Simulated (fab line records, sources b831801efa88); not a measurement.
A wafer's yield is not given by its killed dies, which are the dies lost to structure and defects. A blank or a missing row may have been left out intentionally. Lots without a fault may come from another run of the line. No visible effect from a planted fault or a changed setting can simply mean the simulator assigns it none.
Struck lot and sound lot, side by side    flow sky130    14 out of 708 route steps
Sound: these wafers, L873.2, L873.3, L873.6. Wafers L886.1, L886.2, L886.3 were the ones struck. The cause is named last.
Each step with rows lists, per side, the tool, then ch with its chambers, then its first start. Under that, the readings that differ: sound wafers    struck wafers    difference of the means    sigmas: that difference in standard deviations of wafers without a fault.
alike: a reading whose means differ by less than 2 such deviations, as well as words and numbers matching on both sides. not compared: withheld readings; readings where some wafer has no value; bounds like >300 that might hide an equal value; numbers whose values overlap and for which the record gives no deviation.
Wherever a step has rows on one side only, a row that says differs or no value, or a row with sigmas, the two part there. Non-overlapping numbers with no deviation appear without sigmas and do not part them. A reading missing from all wafers of one side parts the sides only when that side holds two or more wafers.

first, 3 steps without rows for these wafers: SKY_POLY_CUT_EXPOSE_05 (exposes mask NPCM, target cd 270 nm); SKY_POLY_CUT_PEB_06; SKY_POLY_CUT_DEVELOP_07 (develop time 60 s).
SKY_POLY_CUT_CD_MEAS_08: target cd 270 nm.
  sound: cd sem-01 at day 24 23:58; struck: cd sem-01 at day 29 21:53
  alike: cd nm
SKY_POLY_CUT_OVL_MEAS_09:
  sound: overlay-01 at day 25 00:04; struck: overlay-02 at day 29 22:01
  alike: POLY_CUT_OVL
SKY_POLY_CUT_ETCH_10: etches BARC in N2/H2, stops on SiO2, time 45.9 s, target depth 60 nm.
  sound on rie diel-03 ch 0,2, day 25 00:06; struck on rie diel-02 ch 1,2,3, day 29 22:03
  alike: chamber pressure mTorr, drypump motor current A, h2 flow sccm, n2 flow sccm, oes product au, throttle valve pct
  not compared: rf hours counter h
SKY_POLY_CUT_ETCH_11: etches Si3N4 in CF4/CH2F2/Ar, stops on poly-Si, time 42.5 s, target depth 60 nm.
  sound on rie diel-03 ch 0,2, day 25 00:09; struck on rie diel-02 ch 1,2,3, day 29 22:05
reading                sound              struck             difference  sigmas
oes product au (a.u.)  0.830 0.831 0.833  0.808 0.818 0.826  -0.014      -2
  alike: cf4 flow sccm, chamber pressure mTorr, drypump motor current A, mfc ar sccm, throttle valve pct
  not compared: rf hours counter h
SKY_POLY_CUT_STRIP_12: strips in O2/N2.
  sound on plasma asher-01 ch 0,1, day 25 00:11; struck on plasma asher-01 ch 0,1, day 29 22:08
  alike: chamber pressure mTorr, drypump motor current A, n2 flow sccm, oes product au, strip time to endpoint s
  not compared: rf hours counter h
then, 4 steps without rows for these wafers: SKY_SD_P_DEHYDRATE_00 (time 60 s); SKY_SD_P_HMDS_01 (prime time 60 s); SKY_SD_P_COAT_02 (resist thk 1140 nm); SKY_SD_P_SOFTBAKE_03 (time 60 s).
SKY_SD_P_EXPOSE_04: exposes mask PSDM, target cd 380 nm.
  struck on iline stepper-01, day 30 13:10; sound on iline stepper-01 ch 0, day 25 16:26
  no value came back on the struck wafers for exposure dose mJ cm2, focus offset nm (nm), na; on the sound wafers exposure dose mJ cm2 reads 138.09 138.03 137.88
  alike: mask
next, for these wafers, 1 step has no rows: SKY_SD_P_PEB_05.

== WHERE THEY PART ==
At SKY_POLY_CUT_ETCH_11 first; at SKY_SD_P_EXPOSE_04 last (within this record only).

WHY: whatever the simulator had introduced
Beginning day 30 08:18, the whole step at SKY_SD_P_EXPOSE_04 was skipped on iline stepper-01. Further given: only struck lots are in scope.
